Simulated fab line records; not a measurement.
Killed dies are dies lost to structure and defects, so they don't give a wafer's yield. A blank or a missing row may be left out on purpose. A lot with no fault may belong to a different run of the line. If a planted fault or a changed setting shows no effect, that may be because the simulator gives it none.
Split-lot experiment / flow sky130 / route with 708 steps; 5 lots, 23 wafers read

ABOUT THE SPLIT
At SKY_METAL4_SPUTTER_02 (material AlCu, target thk 735 nm, time 39.1 s), the setting time_s was moved away from the recipe's 39.1 s on 6 of the 23 wafers read, by -9.1% to +9.8%. This setting was run at the recipe's value on the other wafers.

The reading is taken at the split's own step.

THE READING
AlCu_of_METAL4_SPUTTER_02.thk_nm (the simulator's own value, which no gauge read), in nm, at SKY_METAL4_SPUTTER_02 (material AlCu, target thk 735 nm, time 39.1 s). There is no usual value for it anywhere in the file. Average 737.2 nm, standard deviation 7.4 nm, over the 17 wafers here run with the recipe.

wafer=L075.1; tool, chamber at the split=pvd_sputter-04, -; time_s as run, s=35.6; against the recipe=-9.0%; AlCu_of_METAL4_SPUTTER_02.thk_nm, nm=664.7; against lot-mates on the recipe=-76.1
wafer=L075.2; tool, chamber at the split=pvd_sputter-04, -; time_s as run, s=39.1; against the recipe=recipe; AlCu_of_METAL4_SPUTTER_02.thk_nm, nm=746.4; against lot-mates on the recipe=-
wafer=L075.3; tool, chamber at the split=pvd_sputter-04, -; time_s as run, s=35.6; against the recipe=-9.0%; AlCu_of_METAL4_SPUTTER_02.thk_nm, nm=674; against lot-mates on the recipe=-66.8
wafer=L075.4; tool, chamber at the split=pvd_sputter-04, -; time_s as run, s=39.1; against the recipe=recipe; AlCu_of_METAL4_SPUTTER_02.thk_nm, nm=742.1; against lot-mates on the recipe=-
wafer=L075.6; tool, chamber at the split=pvd_sputter-04, -; time_s as run, s=39.1; against the recipe=recipe; AlCu_of_METAL4_SPUTTER_02.thk_nm, nm=733.8; against lot-mates on the recipe=-
wafer=L078.1; tool, chamber at the split=pvd_sputter-04, -; time_s as run, s=39.1; against the recipe=recipe; AlCu_of_METAL4_SPUTTER_02.thk_nm, nm=741.7; against lot-mates on the recipe=-
wafer=L078.3; tool, chamber at the split=pvd_sputter-04, -; time_s as run, s=42.94; against the recipe=+9.8%; AlCu_of_METAL4_SPUTTER_02.thk_nm, nm=826.4; against lot-mates on the recipe=+84.0
wafer=L078.4; tool, chamber at the split=pvd_sputter-04, -; time_s as run, s=42.94; against the recipe=+9.8%; AlCu_of_METAL4_SPUTTER_02.thk_nm, nm=806.7; against lot-mates on the recipe=+64.3
wafer=L078.5; tool, chamber at the split=pvd_sputter-04, -; time_s as run, s=39.1; against the recipe=recipe; AlCu_of_METAL4_SPUTTER_02.thk_nm, nm=748; against lot-mates on the recipe=-
wafer=L078.6; tool, chamber at the split=pvd_sputter-04, -; time_s as run, s=39.1; against the recipe=recipe; AlCu_of_METAL4_SPUTTER_02.thk_nm, nm=737.5; against lot-mates on the recipe=-
wafer=L079.1; tool, chamber at the split=pvd_sputter-01, -; time_s as run, s=39.1; against the recipe=recipe; AlCu_of_METAL4_SPUTTER_02.thk_nm, nm=741.1; against lot-mates on the recipe=-
wafer=L079.2; tool, chamber at the split=pvd_sputter-01, -; time_s as run, s=39.1; against the recipe=recipe; AlCu_of_METAL4_SPUTTER_02.thk_nm, nm=742.9; against lot-mates on the recipe=-
wafer=L079.3; tool, chamber at the split=pvd_sputter-01, -; time_s as run, s=35.53; against the recipe=-9.1%; AlCu_of_METAL4_SPUTTER_02.thk_nm, nm=673.4; against lot-mates on the recipe=-65.8
wafer=L079.4; tool, chamber at the split=pvd_sputter-01, -; time_s as run, s=35.53; against the recipe=-9.1%; AlCu_of_METAL4_SPUTTER_02.thk_nm, nm=661.6; against lot-mates on the recipe=-77.6
wafer=L079.5; tool, chamber at the split=pvd_sputter-01, -; time_s as run, s=39.1; against the recipe=recipe; AlCu_of_METAL4_SPUTTER_02.thk_nm, nm=733.5; against lot-mates on the recipe=-
wafer=L080.1; tool, chamber at the split=pvd_sputter-01, -; time_s as run, s=39.1; against the recipe=recipe; AlCu_of_METAL4_SPUTTER_02.thk_nm, nm=738.6; against lot-mates on the recipe=-
wafer=L080.4; tool, chamber at the split=pvd_sputter-01, -; time_s as run, s=39.1; against the recipe=recipe; AlCu_of_METAL4_SPUTTER_02.thk_nm, nm=727.3; against lot-mates on the recipe=-
wafer=L080.5; tool, chamber at the split=pvd_sputter-01, -; time_s as run, s=39.1; against the recipe=recipe; AlCu_of_METAL4_SPUTTER_02.thk_nm, nm=727.6; against lot-mates on the recipe=-
wafer=L081.1; tool, chamber at the split=pvd_sputter-01, -; time_s as run, s=39.1; against the recipe=recipe; AlCu_of_METAL4_SPUTTER_02.thk_nm, nm=738; against lot-mates on the recipe=-
wafer=L081.2; tool, chamber at the split=pvd_sputter-01, -; time_s as run, s=39.1; against the recipe=recipe; AlCu_of_METAL4_SPUTTER_02.thk_nm, nm=736.1; against lot-mates on the recipe=-
wafer=L081.4; tool, chamber at the split=pvd_sputter-01, -; time_s as run, s=39.1; against the recipe=recipe; AlCu_of_METAL4_SPUTTER_02.thk_nm, nm=745.8; against lot-mates on the recipe=-
wafer=L081.5; tool, chamber at the split=pvd_sputter-01, -; time_s as run, s=39.1; against the recipe=recipe; AlCu_of_METAL4_SPUTTER_02.thk_nm, nm=719.3; against lot-mates on the recipe=-
wafer=L081.6; tool, chamber at the split=pvd_sputter-01, -; time_s as run, s=39.1; against the recipe=recipe; AlCu_of_METAL4_SPUTTER_02.thk_nm, nm=731.9; against lot-mates on the recipe=-

THE FIT
A straight line over all 23 wafers: AlCu_of_METAL4_SPUTTER_02.thk_nm changes by +7.8 nm for each +1% of time_s; r = +0.98; the points scatter about the line by 7.8 nm.
The same after taking each lot's own level away (the mean of its wafers on the recipe; 23 wafers): +7.76 nm for each +1%; r = +0.98; scatter 6.8 nm.
The reading moves by 76 nm for the largest change in time_s, on that fit.
From 731.17 to 742.40 nm: that is the span of the lots' own levels, equal to 1.5 times the standard deviation above.
Hence the lot-to-lot level has little effect on the slope; both slopes agree.
Check: for one of the wafers moved furthest among these (+9.8%), held out of the fit, the line's prediction against its lot-mates is +72.9 nm. It came out at +84 nm against them.

ADDITIONAL SPLITS CARRIED BY THESE WAFERS
These wafers also went through other splits before the reading. Each is held against what the fit with the lots' levels taken away leaves over:
other split on the same wafers=SKY_VIA2_HDPCVD_00 time_s; wafers away from the commonest value=9; r with AlCu_of_METAL4_SPUTTER_02.thk_nm (lot level and that fit taken away)=-0.13
other split on the same wafers=SKY_VIA2_SPUTTER_20 power_w; wafers away from the commonest value=8; r with AlCu_of_METAL4_SPUTTER_02.thk_nm (lot level and that fit taken away)=+0.11
other split on the same wafers=SKY_METAL3_EXPOSE_10 dose_mj; wafers away from the commonest value=8; r with AlCu_of_METAL4_SPUTTER_02.thk_nm (lot level and that fit taken away)=+0.01
other split on the same wafers=SKY_VIA3_HDPCVD_00 time_s; wafers away from the commonest value=6; r with AlCu_of_METAL4_SPUTTER_02.thk_nm (lot level and that fit taken away)=+0.01
other split on the same wafers=SKY_VIA3_CMP_02 leave_above_ref_nm; wafers away from the commonest value=5; r with AlCu_of_METAL4_SPUTTER_02.thk_nm (lot level and that fit taken away)=+0.32
other split on the same wafers=SKY_VIA3_ETCH_14 time_s; wafers away from the commonest value=6; r with AlCu_of_METAL4_SPUTTER_02.thk_nm (lot level and that fit taken away)=-0.20
other split on the same wafers=SKY_METAL4_SPUTTER_00 power_w; wafers away from the commonest value=6; r with AlCu_of_METAL4_SPUTTER_02.thk_nm (lot level and that fit taken away)=-0.31

THE FILE'S OWN FIT
AlCu_of_METAL4_SPUTTER_02.thk_nm changes by +7.78 nm for each +1% of time_s, r = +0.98.
